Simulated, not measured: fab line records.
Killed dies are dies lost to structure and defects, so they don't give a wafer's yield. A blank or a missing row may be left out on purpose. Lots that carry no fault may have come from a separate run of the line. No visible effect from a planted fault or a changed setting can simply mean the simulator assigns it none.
Which tool is to blame? + flow gf180mcu + Sampling: 13 lots, 39 wafers, 6 of 602 route steps

== WHAT EACH GAUGE READ, for each wafer ==
GF_STI_THK_MEAS_24. Usual: STI_CVD_23_THK 648 nm, standard deviation 8.1.
| lot  | measured    | on            | STI_CVD_23_THK (nm) | flag |
|------|-------------|---------------|---------------------|------|
| L160 | day 2 08:59 | film metro-04 | 660 653 645         |      |
| L161 | day 2 12:55 | film metro-01 | 659 658 637         |      |
| L163 | day 3 01:01 | film metro-04 | 648 656 638         |      |
| L164 | day 3 05:18 | film metro-02 | 656 658 648         |      |
| L165 | day 3 10:01 | film metro-02 | 639 646 645         |      |
| L174 | day 5 10:52 | film metro-02 | 645 651 644         |      |
| L175 | day 5 14:28 | film metro-02 | 649 658 642         |      |
| L176 | day 5 19:34 | film metro-04 | 652 631 661         |      |
| L178 | day 6 05:20 | film metro-04 | 640 655 663         |      |
| L179 | day 6 10:37 | film metro-02 | 647 661 652         |      |
| L180 | day 6 15:48 | film metro-01 | 659 631 640         |      |
| L181 | day 6 22:37 | film metro-04 | 645 650 651         |      |
| L182 | day 7 03:07 | film metro-01 | 637 660 648         |      |

GF_HV_LDD_TW_MEAS_11. Usual: HV_LDD_TW 2417, standard deviation 10.
| lot  | measured     | on            | HV_LDD_TW      | flag |
|------|--------------|---------------|----------------|------|
| L160 | day 10 14:55 | film metro-03 | 2418 2408 2407 |      |
| L161 | day 10 16:12 | film metro-01 | 2393 2397 2409 |      |
| L163 | day 11 07:50 | film metro-04 | 2420 2421 2416 |      |
| L164 | day 11 20:12 | film metro-01 | 2408 2416 2397 |      |
| L165 | day 11 21:48 | film metro-01 | 2866 2875 2876 | OFF  |
| L174 | day 14 20:32 | film metro-01 | 2856 2871 2862 | OFF  |
| L175 | day 15 04:32 | film metro-03 | 2415 2411 2416 |      |
| L176 | day 15 09:04 | film metro-03 | 2421 2408 2406 |      |
| L178 | day 16 01:15 | film metro-01 | 2410 2398 2412 |      |
| L179 | day 16 07:38 | film metro-01 | 2420 2407 2414 |      |
| L180 | day 16 17:44 | film metro-04 | 2411 2415 2420 |      |
| L181 | day 16 22:30 | film metro-01 | 2410 2412 2398 |      |
| L182 | day 17 04:35 | film metro-03 | 2444 2437 2441 |      |

GF_HV_LDD_OVL_MEAS_20. Usual: HV_LDD_01_OVL -0.7 nm, standard deviation 1.8.
| lot  | measured     | on         | HV_LDD_01_OVL (nm) | flag |
|------|--------------|------------|--------------------|------|
| L160 | day 11 09:33 | overlay-01 | 0.9 2.9 -0.5       |      |
| L161 | day 11 10:36 | overlay-02 | -0.6 -1.0 -3.1     |      |
| L163 | day 12 02:57 | overlay-01 | -1.5 -2.0 -1.2     |      |
| L164 | day 12 15:04 | overlay-02 | -1.1 0.7 -0.3      |      |
| L165 | day 12 16:22 | overlay-02 | 0.5 2.4 -0.9       |      |
| L174 | day 15 18:03 | overlay-02 | -1.1 -0.7 -0.9     |      |
| L175 | day 16 02:35 | overlay-01 | -1.3 0.2 0.3       |      |
| L176 | day 16 07:03 | overlay-02 | -3.0 -3.0 -4.4     |      |
| L178 | day 17 00:21 | overlay-02 | -0.2 -1.2 -0.5     |      |
| L179 | day 17 07:18 | overlay-01 | 2.9 2.5 0.3        |      |
| L180 | day 17 17:56 | overlay-01 | 0.8 -0.7 0.3       |      |
| L181 | day 17 22:49 | overlay-02 | -1.4 0.1 -1.0      |      |
| L182 | day 18 04:34 | overlay-01 | -2.2 -3.7 -3.1     |      |

GF_HV_LDD_RS_MEAS_53: uses a four-point probe to measure. Usual: HV_LDD_RS 418.3 ohm/sq, standard deviation 0.94.
| lot  | measured     | on            | HV_LDD_RS (ohm/sq) | flag |
|------|--------------|---------------|--------------------|------|
| L160 | day 13 01:19 | film metro-01 | 419.0 418.9 418.8  |      |
| L161 | day 13 03:38 | film metro-04 | 419.1 418.7 419.3  |      |
| L163 | day 13 20:00 | film metro-01 | 418.9 419.9 419.6  |      |
| L164 | day 14 09:02 | film metro-01 | 418.2 419.5 418.7  |      |
| L165 | day 14 10:49 | film metro-01 | 312.1 312.5 312.7  | OFF  |
| L174 | day 17 17:10 | film metro-01 | 311.7 311.3 311.6  | OFF  |
| L175 | day 18 02:51 | film metro-04 | 418.4 418.3 418.0  |      |
| L176 | day 18 08:10 | film metro-04 | 418.7 418.2 417.7  |      |
| L178 | day 19 01:22 | film metro-04 | 420.5 419.2 418.3  |      |
| L179 | day 19 09:04 | film metro-01 | 416.0 417.7 417.4  |      |
| L180 | day 19 21:50 | film metro-04 | 418.1 417.9 418.5  |      |
| L181 | day 20 01:16 | film metro-03 | 420.0 419.5 420.3  |      |
| L182 | day 20 07:38 | film metro-03 | 417.3 417.7 416.3  |      |

== WHAT TOOL EACH LOT RAN ON (gives the tool, then ch and the chambers of the sampled wafers, and finally the start) ==
| lot  | GF_STI_STRIP_15                     | GF_HV_LDD_IMPLANT_09            |
|------|-------------------------------------|---------------------------------|
| L160 | plasma asher-02 ch 0,1, day 2 07:14 | implanter-01 ch 0, day 10 14:40 |
| L161 | plasma asher-03 ch 0,1, day 2 11:10 | implanter-01 ch 0, day 10 15:58 |
| L163 | plasma asher-01 ch 0,1, day 2 22:07 | implanter-03 ch 0, day 11 07:35 |
| L164 | plasma asher-03 ch 0,1, day 3 03:35 | implanter-03 ch 0, day 11 19:59 |
| L165 | plasma asher-01 ch 0,1, day 3 08:17 | implanter-02 ch 0, day 11 21:14 |
| L174 | plasma asher-03 ch 1, day 5 09:08   | implanter-01 ch 0, day 14 19:44 |
| L175 | plasma asher-02 ch 0,1, day 5 11:58 | implanter-01 ch 0, day 15 04:17 |
| L176 | plasma asher-03 ch 0,1, day 5 17:49 | implanter-03 ch 0, day 15 08:50 |
| L178 | plasma asher-03 ch 0,1, day 6 03:38 | implanter-03 ch 0, day 16 01:03 |
| L179 | plasma asher-03 ch 0, day 6 08:53   | implanter-01 ch 0, day 16 07:23 |
| L180 | plasma asher-03 ch 1, day 6 14:02   | implanter-01 ch 0, day 16 17:30 |
| L181 | plasma asher-02 ch 0, day 6 20:06   | implanter-01 ch 0, day 16 22:16 |
| L182 | plasma asher-03 ch 0,1, day 7 00:52 | implanter-01 ch 0, day 17 04:21 |
- GF_STI_STRIP_15: strips in O2/N2.
- GF_HV_LDD_IMPLANT_09

== AS READ BY THE TOOLS THEMSELVES (means over the sampled wafers that have a number; for cases with no such wafer, the mark the record gives instead) ==
GF_STI_STRIP_15. Usual: drypump motor current A 5.9 A, standard deviation 0.42; heater power w 335 W, standard deviation 41; oes product au 0.385 a.u., standard deviation 0.0053; platen temp c 249.99 C, standard deviation 0.17; strip time to endpoint s 3.74 s, standard deviation 0.06.
| lot  | tool            | drypump motor current A (A) | heater power w (W) | oes product au (a.u.) | platen temp c (C) | strip time to endpoint s (s) | flag |
|------|-----------------|-----------------------------|--------------------|-----------------------|-------------------|------------------------------|------|
| L160 | plasma asher-02 | 5.5                         | 287                | 0.389                 | 250.03            | 3.76                         |      |
| L161 | plasma asher-03 | 6.4                         | 375                | 0.382                 | 249.97            | 3.76                         |      |
| L163 | plasma asher-01 | 5.8                         | 369                | 0.387                 | 249.96            | 3.74                         |      |
| L164 | plasma asher-03 | 6.4                         | 372                | 0.381                 | 249.90            | 3.69                         |      |
| L165 | plasma asher-01 | 5.7                         | 375                | 0.381                 | 249.94            | 3.78                         |      |
| L174 | plasma asher-03 | 6.3                         | 334                | 0.382                 | 250.02            | 3.75                         |      |
| L175 | plasma asher-02 | 5.6                         | 295                | 0.383                 | 249.90            | 3.67                         |      |
| L176 | plasma asher-03 | 6.4                         | 350                | 0.386                 | 249.93            | 3.76                         |      |
| L178 | plasma asher-03 | 6.4                         | 345                | 0.384                 | 249.97            | 3.78                         |      |
| L179 | plasma asher-03 | 6.4                         | 382                | 0.376                 | 249.90            | 3.78                         |      |
| L180 | plasma asher-03 | 6.3                         | 334                | 0.382                 | 250.04            | 3.72                         |      |
| L181 | plasma asher-02 | 5.5                         | 280                | 0.382                 | 249.82            | 3.65                         |      |
| L182 | plasma asher-03 | 6.4                         | 371                | 0.378                 | 249.80            | 3.69                         |      |

== THE ANSWER, worked out from the rows above alone ==
Rule: a lot is off if the mean of its wafers that have a number lies more than 3 standard deviations from the usual mean. Also off: a lot with no number at a reading for which 4 or more lots have one. Any other lot the step has rows for is counted as sound. After the gauges, taken in route order, come the tools' own readings; for these a lot's mean is taken, as printed above. The first step at which some lot is off is used, and at that step the reading that is off furthest; a lot without a number counts as furthest.
Off: L165, L174, at GF_HV_LDD_TW_MEAS_11 (HV_LDD_TW).
If a tool, at a process step before that reading, ran all the lots that are off and no sound lot after the first of them, it fits. Those tools and the gauges at GF_HV_LDD_TW_MEAS_11 are tried in the same way. Not one of the candidates tried fits.

== WHAT HAD BEEN PUT IN BY THE SIMULATOR ==
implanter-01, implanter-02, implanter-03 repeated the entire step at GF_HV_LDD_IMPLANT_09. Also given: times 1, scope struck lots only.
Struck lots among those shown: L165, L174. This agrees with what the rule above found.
